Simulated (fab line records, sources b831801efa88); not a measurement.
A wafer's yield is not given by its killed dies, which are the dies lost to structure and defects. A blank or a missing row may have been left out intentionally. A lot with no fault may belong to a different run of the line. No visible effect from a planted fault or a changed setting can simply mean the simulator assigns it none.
fab line records	flow sky130
record lots=7	wafers=21	last_day=50
route steps=708 shown METAL1@441 PAD_OPEN@708
lots that met no fault: taken from a fault-free run of the same line
start_h: hours from the record's opening day to when the first of the lot's shown wafers began	wait_h: time in hours since the lot's previous step	" as in the row above	L1.1+2: one row covering several wafers at once	- no value present, or no start provided	* or withheld: withheld	< > ~ a bound
route shown NAME@n: NAME is a module with steps in the file, n the number in the route of the first one	usual: the fault-free wafers' mean and standard deviation	same: alike in all rows	chamber/n: place in a boat	sites: the reading at each site	_std_site: the standard deviation of these	_edge_site: the outer-site mean with the inner-site mean subtracted	radius_mm: how far each site lies from the wafer's centre	mask NAME#n: copy n	behind: the most recent tool/chamber to have shaped the wafer	hold: the reason the lot was held/the length of the hold in hours/how it ended	device: whichever transistor did not switch (one of n, p or np)	end of line: the route-end tests of the same wafers	a step with no rows: only its recipe	killed: the dies lost at the first sort to structure and to defects; this is not the yield of the wafer	map: a wafer's dies, x killed, . not, _ none there
set.NAME: the run value of the setting; set.NAME@STEP: its run value at that earlier step	model.NAME: the simulator's own value behind a step, which no gauge read
lots at selected steps of the route; one table per step, one row per wafer
services: when a tool's chamber went out of use (start_h, in hours from the record's first day, below 0 if earlier), for how many hours, and the reason
## steps
# step SKY_METAL1_DEHYDRATE_07
# recipe temp_c=200	time_s=60
# step SKY_METAL1_HMDS_08
# recipe prime_time_s=60	prime_temp_c=120
# step SKY_METAL1_COAT_09
# recipe resist=BARC	temp_c=withheld	time_s=withheld	spin_rpm=3000	resist_thk_nm=60
# step SKY_METAL1_COAT_10
# recipe resist=KrF-thick	spin_rpm=3000	resist_thk_nm=450
# step SKY_METAL1_SOFTBAKE_11
# recipe temp_c=100	time_s=90	resist=KrF-thick
# step SKY_METAL1_EXPOSE_12
# recipe mask_id=MM1	na=0.8	source_shape=annular	sigma_inner=0.55	sigma_outer=0.85	target_cd_nm=140	dose_mj=28
# step SKY_METAL1_PEB_13
# recipe peb_temp_c=withheld	peb_time_s=withheld	resist=KrF-thick
# step SKY_METAL1_DEVELOP_14
# recipe develop_time_s=60	resist=KrF-thick	dev_temp_c=21
# step SKY_METAL1_CD_MEAS_15
# recipe target_cd_nm=140
# usual cd_nm=140.0/1.6
lot.wafer	tool	chamber	start_h	wait_h	cd_nm
L653.2	cd_sem-02	-	830.09	-	140.8
L653.4	"	-	"	"	141.1
L653.6	"	-	"	"	140.9
L655.4	cd_sem-01	-	843.08	-	141.5
L655.5	"	-	"	"	142.2
L655.6	"	-	"	"	141.2
L657.3	cd_sem-02	-	857.98	-	141.8
L657.4	"	-	"	"	142.5
L657.5	"	-	"	"	140.8
L663.3	cd_sem-02	-	906.21	-	142.1
L663.5	"	-	"	"	141.4
L663.6	"	-	"	"	142.0
L662.1	cd_sem-01	-	908.39	-	138.9
L662.5	"	-	"	"	138.1
L662.6	"	-	"	"	139.2
L665.1	cd_sem-01	-	910.42	-	139.6
L665.4	"	-	"	"	139.2
L665.6	"	-	"	"	139.7
L669.3	cd_sem-01	-	937.23	-	136.0
L669.5	"	-	"	"	139.2
L669.6	"	-	"	"	136.5
# step SKY_METAL1_OVL_MEAS_16
# usual METAL1_OVL=3/5.4
lot.wafer	tool	chamber	start_h	wait_h	METAL1_OVL[nm]
L653.2	overlay-02	-	830.20	0.1	7
L653.4	"	-	"	"	15
L653.6	"	-	"	"	16
L655.4	overlay-02	-	843.16	0.1	11
L655.5	"	-	"	"	10
L655.6	"	-	"	"	8
L657.3	overlay-01	-	858.08	0.1	6
L657.4	"	-	"	"	10
L657.5	"	-	"	"	8
L663.3	overlay-01	-	906.30	0.1	2
L663.5	"	-	"	"	9
L663.6	"	-	"	"	10
L662.1	overlay-01	-	908.51	0.1	3
L662.5	"	-	"	"	6
L662.6	"	-	"	"	6
L665.1	overlay-02	-	910.54	0.1	11
L665.4	"	-	"	"	3
L665.6	"	-	"	"	10
L669.3	overlay-01	-	937.32	0.1	1
L669.5	"	-	"	"	-2
L669.6	"	-	"	"	-7
# step SKY_METAL1_DESCUM_17
# recipe chemistry=O2	source_power_w=150	bias_power_w=0	pressure_mtorr=10	temp_c=40	time_s=8
# usual drypump_motor_current_A=5.7/0.54	he_backside_leak_sccm=3.4/0.32	oes_product_au=1.001/0.012
lot.wafer	tool	chamber	start_h	wait_h	drypump_motor_current_A	he_backside_leak_sccm	oes_product_au	rf_hours_counter_h
L653.2	rie_metal-03	0	830.23	0.0	5.8	3.3	1.013	3
L653.4	"	0	"	"	5.8	3.6	0.999	-
L653.6	"	0	"	"	5.8	3.2	1.006	-
L655.4	rie_metal-03	1	843.18	0.0	5.5	3.3	0.977	-
L655.5	"	0	"	"	5.7	2.8	1.006	-
L655.6	"	1	"	"	5.5	3.4	0.996	-
L657.3	rie_metal-04	0	858.11	0.0	5.0	3.2	1.003	-
L657.4	"	1	"	"	6.2	3.6	1.000	-
L657.5	"	1	"	"	6.3	3.6	1.002	-
L663.3	rie_metal-04	1	906.33	0.0	6.3	3.7	1.000	-
L663.5	"	1	"	"	6.2	3.6	1.000	-
L663.6	"	0	"	"	5.0	3.3	1.003	-
L662.1	rie_metal-04	1	908.54	0.0	6.2	3.6	1.008	14
L662.5	"	0	"	"	5.0	3.0	1.003	-
L662.6	"	1	"	"	6.2	3.7	1.001	-
L665.1	rie_metal-04	1	910.57	0.0	6.3	3.6	1.015	14
L665.4	"	0	"	"	5.0	3.2	1.018	-
L665.6	"	1	"	"	6.2	3.6	1.009	-
L669.3	rie_metal-02	0	937.35	0.0	5.4	3.5	0.995	-
L669.5	"	1	"	"	6.5	3.2	1.017	-
L669.6	"	0	"	"	5.4	3.3	0.983	-
# step SKY_METAL1_ETCH_18
# recipe chemistry=N2/H2	target=BARC	ion_energy_ev=200	bias_w=100	pressure_mtorr=30	n2_flow_sccm=100	h2_flow_sccm=200	icp_w=500	stop_on=SiO2	time_s=45.9	target_depth_a=600
# usual bias_w=99.99/0.3	drypump_motor_current_A=5.7/0.54	he_backside_leak_sccm=3.4/0.49	oes_product_au=0.855/0.0047	run_length_s=74.3/0.45	throttle_valve_pct=13.224/0.01
lot.wafer	tool	chamber	start_h	wait_h	bias_w	drypump_motor_current_A	he_backside_leak_sccm	oes_product_au	rf_hours_counter_h	run_length_s	throttle_valve_pct
L653.2	rie_metal-03	0	830.26	0.0	99.77	5.8	3.3	0.860	3	73.7	13.218
L653.4	"	0	"	"	99.97	5.8	3.0	0.851	-	73.8	13.221
L653.6	"	0	"	"	99.77	5.8	5.0	0.854	-	74.1	13.240
L655.4	rie_metal-03	1	843.23	0.0	100.41	5.4	3.8	0.847	-	75.4	13.241
L655.5	"	0	"	"	99.87	5.8	3.4	0.856	-	73.7	13.212
L655.6	"	1	"	"	99.88	5.4	3.6	0.848	-	74.8	13.216
L657.3	rie_metal-04	0	858.15	0.0	99.83	5.0	3.5	0.853	-	74.6	13.226
L657.4	"	1	"	"	100.49	6.2	3.6	0.852	-	73.5	13.203
L657.5	"	1	"	"	100.23	6.2	3.7	0.850	-	73.7	13.218
L663.3	rie_metal-04	1	906.38	0.0	100.54	6.2	3.7	0.860	-	73.5	13.231
L663.5	"	1	"	"	100.78	6.2	3.6	0.852	-	73.9	13.213
L663.6	"	0	"	"	100.06	5.0	3.2	0.853	-	74.2	13.232
L662.1	rie_metal-04	1	908.57	0.0	99.91	6.2	3.6	0.860	14	73.9	13.225
L662.5	"	0	"	"	100.33	5.0	3.3	0.853	-	74.3	13.223
L662.6	"	1	"	"	100.47	6.3	3.5	0.866	-	73.7	13.222
L665.1	rie_metal-04	1	910.61	0.0	99.88	6.2	3.6	0.858	14	74.3	13.231
L665.4	"	0	"	"	100.21	5.0	3.4	0.851	-	74.3	13.234
L665.6	"	1	"	"	99.80	6.3	3.6	0.865	-	74.0	13.224
L669.3	rie_metal-02	0	937.40	0.0	99.82	5.4	3.6	0.854	-	74.1	13.225
L669.5	"	1	"	"	100.16	6.5	3.1	0.854	-	74.7	13.220
L669.6	"	0	"	"	100.42	5.4	3.6	0.850	-	74.2	13.218
# step SKY_METAL1_METAL_ETCH_19
# recipe target_depth_a=3600	stop_on=SiO2	over_etch_frac=0.3	time_s=78	chemistry=Cl2/BCl3	resist_sidewall_deg=88	pressure_mtorr=10	icp_w=900	bias_w=48.5	Cl2_flow_sccm=60	bcl3_flow_sccm=30
# usual bias_w=48.50/0.15	drypump_motor_current_A=5.7/0.54	he_backside_leak_sccm=3.33/0.21	oes_product_au=0.854/0.0055	run_length_s=106.4/0.48	throttle_valve_pct=22.265/0.0086
lot.wafer	tool	chamber	start_h	wait_h	bias_w	drypump_motor_current_A	he_backside_leak_sccm	oes_product_au	rf_hours_counter_h	run_length_s	throttle_valve_pct	model.KrF-thick_of_METAL1_COAT_10.thk_nm
L653.2	rie_metal-03	0	830.32	0.0	48.50	5.7	3.03	0.856	3	105.9	22.272	153.8
L653.4	"	0	"	"	48.51	5.7	3.05	0.855	-	106.0	22.266	150.8
L653.6	"	0	"	"	48.50	5.7	2.98	0.860	-	106.3	22.282	154.5
L655.4	rie_metal-03	1	843.30	0.1	48.39	5.4	3.39	0.853	-	106.8	22.261	164.4
L655.5	"	0	"	"	48.76	5.8	3.38	0.843	-	105.6	22.245	158.1
L655.6	"	1	"	"	48.51	5.5	3.40	0.855	-	107.4	22.262	163.2
L657.3	rie_metal-04	0	858.22	0.1	48.49	5.0	3.31	0.862	-	106.6	22.263	160
L657.4	"	1	"	"	48.64	6.3	3.67	0.860	-	105.7	22.271	160.9
L657.5	"	1	"	"	48.56	6.3	3.71	0.857	-	106.1	22.264	161.2
L663.3	rie_metal-04	1	906.45	0.1	-	6.2	3.52	0.984	-	94.7	22.276	190.4
L663.5	"	1	"	"	-	6.2	3.58	0.993	-	94.7	22.277	191.7
L663.6	"	0	"	"	-	5.0	3.32	0.982	-	95.4	22.261	190
L662.1	rie_metal-04	1	908.64	0.0	-	6.2	3.48	0.991	14	94.8	22.259	190
L662.5	"	0	"	"	-	5.0	3.21	0.996	-	95.5	22.263	190.3
L662.6	"	1	"	"	-	6.3	3.57	0.991	-	95.1	22.265	192.2
L665.1	rie_metal-04	1	910.67	0.0	-	6.2	3.52	0.991	14	94.8	22.254	193.7
L665.4	"	0	"	"	-	5.0	3.30	0.978	-	95.4	22.273	192.4
L665.6	"	1	"	"	-	6.2	3.59	0.987	-	94.8	22.279	193.1
L669.3	rie_metal-02	0	937.47	0.1	48.52	5.4	3.24	0.861	-	106.7	22.261	164
L669.5	"	1	"	"	48.36	6.5	3.01	0.862	-	107.0	22.275	153.1
L669.6	"	0	"	"	48.47	5.4	3.31	0.862	-	106.3	22.249	165.1
# step SKY_METAL1_STRIP_20
# recipe chemistry=O2/N2	power_w=1400	pressure_mtorr=1500	platen_temp_c=withheld	o2_flow_sccm=3000	n2_flow_sccm=300	overash_fraction=0.5
# usual drypump_motor_current_A=5.5/0.48	oes_product_au=0.343/0.0055	strip_time_to_endpoint_s=2.70/0.056
lot.wafer	tool	chamber	start_h	wait_h	drypump_motor_current_A	oes_product_au	rf_hours_counter_h	strip_time_to_endpoint_s
L653.2	plasma_asher-01	1	830.41	0.1	5.6	0.348	68	2.65
L653.4	"	1	"	"	5.6	0.345	-	2.61
L653.6	"	1	"	"	5.7	0.334	-	2.65
L655.4	plasma_asher-04	1	843.39	0.1	4.9	0.347	-	2.77
L655.5	"	1	"	"	4.9	0.338	-	2.68
L655.6	"	0	"	"	6.4	0.349	-	2.74
L657.3	plasma_asher-01	1	858.32	0.1	5.6	0.347	-	2.71
L657.4	"	0	"	"	5.8	0.342	-	2.72
L657.5	"	1	"	"	5.6	0.340	-	2.72
L663.3	plasma_asher-01	0	906.54	0.1	5.8	0.355	-	3.02
L663.5	"	0	"	"	5.8	0.371	-	3.05
L663.6	"	1	"	"	5.7	0.349	-	3.02
L662.1	plasma_asher-04	1	908.73	0.1	4.9	0.364	52	3.05
L662.5	"	1	"	"	4.8	0.353	-	3.04
L662.6	"	0	"	"	6.4	0.356	-	3.08
L665.1	plasma_asher-01	0	910.76	0.1	5.8	0.361	78	3.08
L665.4	"	0	"	"	5.8	0.363	-	3.07
L665.6	"	1	"	"	5.6	0.361	-	3.08
L669.3	plasma_asher-02	1	937.56	0.1	5.0	0.351	-	2.75
L669.5	"	1	"	"	5.0	0.337	-	2.63
L669.6	"	0	"	"	5.2	0.352	-	2.76
# step SKY_METAL1_STRIP_21
# recipe chemistry=post_etch_residue_remover	time_s=1200	temp_c=72.5
# step SKY_PAD_OPEN_PROBE_99
# usual defect_limited_yield=82.3/2	killed_at_M0_to_M3=45/7.5	killed_at_M4_up=3.2/1.8	killed_at_contacts=24/4.9	killed_at_front_end=15/4.4	killed_at_other=0.3/0.54	killed_dies=87/9.8	killed_on_rim=17/4.2	killed_open=47/6.4	killed_short=40/6.5	sort_bin_3_pad_short=0.9/0.44	sort_bin_5_function=10.5/1.5	sort_bin_6_memory=6.3/1.2	sort_n_pass=405/9.8	sort_yield_pct=82.3/2
# same gross_dies=492	killed_at_back_side=0	sort_bin_4_leakage[%]=0	sort_bin_8_speed[%]=0
lot.wafer	tool	chamber	start_h	wait_h	defect_limited_yield[%]	killed_at_M0_to_M3	killed_at_M4_up	killed_at_contacts	killed_at_front_end	killed_at_other	killed_dies	killed_on_rim	killed_open	killed_short	sort_bin_3_pad_short[%]	sort_bin_5_function[%]	sort_bin_6_memory[%]	sort_n_pass	sort_yield_pct[%]
L653.2	prober-02	-	1128.39	0.1	83.3	45	4	16	17	0	82	16	44	38	1.0	9.6	6.1	410	83.3
L653.4	prober-02	-	1128.49	0.2	80.1	53	2	38	5	0	98	19	59	39	0.4	13.0	6.5	394	80.1
L653.6	prober-02	-	1128.59	0.2	80.3	49	6	22	20	0	97	17	53	44	1.0	12.8	5.9	395	80.3
L655.4	prober-02	-	1139.01	0.2	81.5	46	5	22	18	0	91	21	46	45	0.6	11.6	6.3	401	81.5
L655.5	prober-02	-	1139.06	0.2	81.7	49	7	18	15	1	90	15	48	42	1.4	11.2	5.7	402	81.7
L655.6	prober-02	-	1139.11	0.2	79.1	49	6	34	14	0	103	28	49	54	1.0	13.0	6.9	389	79.1
L657.3	prober-02	-	1149.11	0.2	85.4	31	2	25	14	0	72	22	37	35	0.6	8.9	5.1	420	85.4
L657.4	prober-02	-	1149.16	0.2	82.5	53	3	17	13	0	86	11	49	37	0.8	10.6	6.1	406	82.5
L657.5	prober-02	-	1149.21	0.2	78.7	56	1	36	12	0	105	25	51	53	1.2	12.8	7.3	387	78.7
L663.3	prober-01	-	1182.22	0.2	79.9	55	1	27	16	0	99	25	57	42	0.6	14.0	5.5	393	79.9
L663.5	prober-01	-	1182.32	0.2	86.4	34	1	23	7	2	67	9	41	25	0.6	8.5	4.5	425	86.4
L663.6	prober-01	-	1182.37	0.2	82.3	42	1	23	21	0	87	13	53	34	0.4	10.2	7.1	405	82.3
L662.1	prober-02	-	1185.41	0.1	77.6	52	6	26	25	1	110	25	54	56	1.6	12.0	8.7	382	77.6
L662.5	prober-02	-	1185.61	0.2	83.5	39	2	25	15	0	81	16	38	43	1.6	8.3	6.5	411	83.5
L662.6	prober-02	-	1185.66	0.2	83.9	39	1	24	15	0	79	17	43	36	1.2	10.8	4.1	413	83.9
L665.1	prober-02	-	1187.20	0.1	81.5	51	1	25	14	0	91	15	45	45	1.2	12.2	5.1	401	81.5
L665.4	prober-02	-	1187.35	0.2	83.3	44	6	21	11	0	82	12	44	38	0.6	9.1	6.9	410	83.3
L665.6	prober-02	-	1187.45	0.2	86.4	25	2	30	10	0	67	14	41	26	0.4	7.7	5.5	425	86.4
L669.3	prober-01	-	1203.06	0.2	86.0	38	1	20	10	0	69	14	37	30	0.6	9.3	4.1	423	86.0
L669.5	prober-01	-	1203.16	0.2	80.7	45	2	31	17	0	95	15	49	46	1.6	11.2	6.5	397	80.7
L669.6	prober-01	-	1203.21	0.2	83.7	38	1	31	10	0	80	22	46	34	0.2	11.8	4.3	412	83.7
# killed by level:class
L653.2 VIA1:geometric_particle:open=10 FIELD_ISO:geometric_particle:short=7 LI_CONTACT:geometric_particle:open=7 METAL2:geometric_particle:short=7 METAL1:geometric_particle:short=7 VIA2:geometric_particle:open=6 VIA1:geometric_particle:short=6 FIELD_ISO:geometric_particle:open=4
L653.4 CONTACT:geometric_particle:open=14 VIA1:geometric_particle:open=13 VIA2:geometric_particle:open=10 LI_CONTACT:geometric_particle:open=9 CONTACT:geometric_particle:short=8 LOCAL_INTERCONNECT:geometric_particle:short=6 METAL2:geometric_particle:short=5 VIA1:geometric_particle:short=5
L653.6 CONTACT:geometric_particle:open=13 VIA1:geometric_particle:open=9 VIA2:geometric_particle:open=9 POLY_GATE:geometric_particle:open=6 VIA1:geometric_particle:short=6 METAL4:geometric_particle:short=6 FIELD_ISO:geometric_particle:short=5 LI_CONTACT:geometric_particle:open=4
L655.4 VIA1:geometric_particle:open=13 METAL1:geometric_particle:short=12 VIA2:geometric_particle:open=7 CONTACT:geometric_particle:open=6 LI_CONTACT:geometric_particle:open=5 LOCAL_INTERCONNECT:geometric_particle:short=5 VIA1:geometric_particle:short=5 POLY_GATE:geometric_particle:open=4
L655.5 CONTACT:geometric_particle:open=9 VIA2:geometric_particle:open=9 VIA1:geometric_particle:open=7 FIELD_ISO:geometric_particle:open=6 FIELD_ISO:geometric_particle:short=6 METAL1:geometric_particle:short=6 VIA3:geometric_particle:short=6 VIA2:geometric_particle:short=5
L655.6 CONTACT:geometric_particle:open=12 VIA1:geometric_particle:open=8 METAL2:geometric_particle:short=8 CONTACT:geometric_particle:short=8 VIA2:geometric_particle:short=8 VIA1:geometric_particle:short=7 LI_CONTACT:geometric_particle:open=6 VIA2:geometric_particle:open=5
L657.3 CONTACT:geometric_particle:open=7 FIELD_ISO:geometric_particle:short=6 LI_CONTACT:geometric_particle:open=6 CONTACT:geometric_particle:short=5 VIA3:geometric_particle:open=5 LOCAL_INTERCONNECT:geometric_particle:short=4 VIA1:geometric_particle:short=4 VIA2:geometric_particle:open=4
L657.4 VIA1:geometric_particle:open=12 VIA3:geometric_particle:open=10 METAL1:geometric_particle:short=7 FIELD_ISO:geometric_particle:open=5 METAL2:geometric_particle:short=5 CONTACT:geometric_particle:short=4 CONTACT:geometric_particle:open=4 VIA1:geometric_particle:short=4
L657.5 LI_CONTACT:geometric_particle:open=13 VIA1:geometric_particle:open=12 LOCAL_INTERCONNECT:geometric_particle:short=8 VIA2:geometric_particle:open=8 METAL1:geometric_particle:short=8 CONTACT:geometric_particle:open=7 LI_CONTACT:geometric_particle:short=7 VIA1:geometric_particle:short=7
L663.3 VIA1:geometric_particle:open=13 LI_CONTACT:geometric_particle:open=12 VIA3:geometric_particle:open=11 CONTACT:geometric_particle:short=7 METAL1:geometric_particle:short=6 POLY_GATE:geometric_particle:short=5 VIA3:geometric_particle:short=5 CONTACT:geometric_particle:open=4
L663.5 CONTACT:geometric_particle:open=12 VIA1:geometric_particle:open=10 VIA2:geometric_particle:open=6 LI_CONTACT:geometric_particle:open=4 METAL1:geometric_particle:short=4 METAL2:geometric_particle:short=4 POLY_GATE:geometric_particle:short=3 LOCAL_INTERCONNECT:geometric_particle:short=3
L663.6 VIA1:geometric_particle:open=12 CONTACT:geometric_particle:open=11 VIA1:geometric_particle:short=8 LI_CONTACT:geometric_particle:open=7 POLY_GATE:geometric_particle:open=6 VIA3:geometric_particle:open=5 CONTACT:geometric_particle:short=4 METAL1:geometric_particle:short=4
L662.1 LI_CONTACT:geometric_particle:open=13 VIA1:geometric_particle:open=11 VIA3:geometric_particle:open=10 POLY_GATE:geometric_particle:short=9 METAL1:geometric_particle:short=8 VIA2:geometric_particle:open=7 POLY_GATE:geometric_particle:open=6 METAL4:geometric_particle:short=6
L662.5 CONTACT:geometric_particle:open=10 VIA1:geometric_particle:open=10 METAL1:geometric_particle:short=8 FIELD_ISO:geometric_particle:open=7 CONTACT:geometric_particle:short=5 METAL2:geometric_particle:short=5 VIA1:geometric_particle:short=5 POLY_GATE:geometric_particle:short=4
L662.6 VIA1:geometric_particle:open=14 LI_CONTACT:geometric_particle:open=8 POLY_GATE:geometric_particle:short=6 LI_CONTACT:geometric_particle:short=5 METAL2:geometric_particle:short=5 VIA2:geometric_particle:open=5 CONTACT:geometric_particle:short=4 CONTACT:geometric_particle:open=4
L665.1 VIA1:geometric_particle:open=14 CONTACT:geometric_particle:short=7 POLY_GATE:geometric_particle:short=6 VIA3:geometric_particle:open=6 METAL2:geometric_particle:short=6 METAL1:geometric_particle:short=5 CONTACT:geometric_particle:open=5 VIA3:geometric_particle:short=5
L665.4 VIA3:geometric_particle:open=10 VIA1:geometric_particle:open=8 METAL1:geometric_particle:short=8 CONTACT:geometric_particle:open=7 VIA2:geometric_particle:open=6 METAL4:geometric_particle:short=6 LI_CONTACT:geometric_particle:short=5 CONTACT:geometric_particle:short=5
L665.6 CONTACT:geometric_particle:open=9 LI_CONTACT:geometric_particle:open=9 VIA3:geometric_particle:open=6 CONTACT:geometric_particle:short=5 POLY_GATE:geometric_particle:open=4 LI_CONTACT:geometric_particle:short=4 METAL2:geometric_particle:short=4 VIA2:geometric_particle:open=4
L669.3 VIA1:geometric_particle:open=13 CONTACT:geometric_particle:open=8 VIA2:geometric_particle:open=7 LOCAL_INTERCONNECT:geometric_particle:short=5 FIELD_ISO:geometric_particle:open=4 VIA2:geometric_particle:short=4 CONTACT:geometric_particle:short=4 VIA3:geometric_particle:short=4
L669.5 CONTACT:geometric_particle:open=12 VIA1:geometric_particle:open=11 FIELD_ISO:geometric_particle:open=7 VIA2:geometric_particle:open=6 LI_CONTACT:geometric_particle:short=5 LI_CONTACT:geometric_particle:open=5 LOCAL_INTERCONNECT:geometric_particle:short=5 VIA2:geometric_particle:short=5
L669.6 CONTACT:geometric_particle:open=13 VIA1:geometric_particle:open=9 METAL1:geometric_particle:short=8 VIA2:geometric_particle:open=8 LI_CONTACT:geometric_particle:open=7 LOCAL_INTERCONNECT:geometric_particle:short=4 LI_CONTACT:geometric_particle:short=3 METAL3:geometric_particle:short=3
## services
tool	chamber	start_h	hours	kind
plasma_asher-01	-	813.14	0.8	repair
plasma_asher-02	-	816.41	42.7	repair
rie_metal-02	-	819.62	28.1	pm
rie_metal-03	-	849.98	1.0	repair
rie_metal-03	-	874.15	14.6	pm
rie_metal-04	-	888.93	14.6	pm
plasma_asher-04	-	890.45	4.6	repair
rie_metal-03	-	892.46	1.4	pm
plasma_asher-02	-	894.53	23.4	repair
## key
first_sign step=SKY_METAL1_METAL_ETCH_19	reading=oes_product_au	direction=up	sigmas=24	usual=0.854	struck=0.988
effect step=SKY_METAL1_METAL_ETCH_19	reading=run_length_s	direction=down	sigmas=24	usual=*	struck=*
effect step=SKY_METAL1_STRIP_20	reading=strip_time_to_endpoint_s	direction=up	sigmas=6.3	usual=*	struck=*
model_effect step=SKY_METAL1_METAL_ETCH_19	value=KrF-thick_of_METAL1_COAT_10.thk_nm	without=158.4	struck=191.5
met_at SKY_METAL1_METAL_ETCH_19
struck_wafers L662.1,L662.5,L662.6,L663.3,L663.5,L663.6,L665.1,L665.4,L665.6
onset_between 858.22 906.45
fault kind=process_parameter_drift	tool=rie_metal-04	chamber=-	onset_h=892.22	steps=SKY_METAL1_METAL_ETCH_19	channel=time_s	offset=*	shape=step	end_h=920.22	acts_in=*	stated=*
